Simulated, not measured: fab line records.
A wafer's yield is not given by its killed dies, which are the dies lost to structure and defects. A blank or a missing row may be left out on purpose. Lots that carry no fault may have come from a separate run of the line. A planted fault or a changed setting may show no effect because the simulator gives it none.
Matching of chambers    flow sky130    4 sister chambers for SKY_LI_CONTACT_CMP_02 on cmp-01
The step polishes PSG. 4 wafers are shown with their chamber, then 10 later ones without.

WAFERS WITH THEIR CHAMBER
wafer   chamber  motorCurrentA (A)
L718.1  2        11.1
L718.3  1        11.4
L719.1  0        12.8
L719.3  3        10.4

WAFERS MISSING THEIR CHAMBER
wafer   motorCurrentA (A)
L719.4  11.7
L720.2  10.7
L720.3  12.6
L720.4  11.2
L723.1  12.6
L723.3  11.5
L723.5  10.7
L722.1  11.3
L722.2  10.6
L722.4  10.1

CHAMBER TAKEN BY EACH
wafer   from the rows above           in truth
L719.4  can't be placed: 1 or 2       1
L720.2  can't be placed: 3 or 2 or 1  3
L720.3  0                             0
L720.4  can't be placed: 2 or 1       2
L723.1  0                             0
L723.3  can't be placed: 1 or 2       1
L723.5  can't be placed: 3 or 2 or 1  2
L722.1  can't be placed: 1 or 2       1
L722.2  can't be placed: 3 or 2       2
L722.4  3                             3
Correct placement for 3 of the 10. From these rows, 7 cannot be placed; in 7 the true chamber is one of the candidates. Placed wrongly: 0.
How it was worked out, from the rows above alone: a wafer's distance from a chamber is the root of the sum, over the readings, of the square of ((its reading less the chamber's mean) divided by the reading's scatter). If the next closest chamber is less than 2 further off than the closest, the wafer can't be placed; otherwise it belongs to the closest. For every chamber, the mean is computed from those of its wafers that are shown. The scatter: with one shown wafer a chamber, the root of the mean of the squares of how far each hidden wafer lies from its nearest shown one.
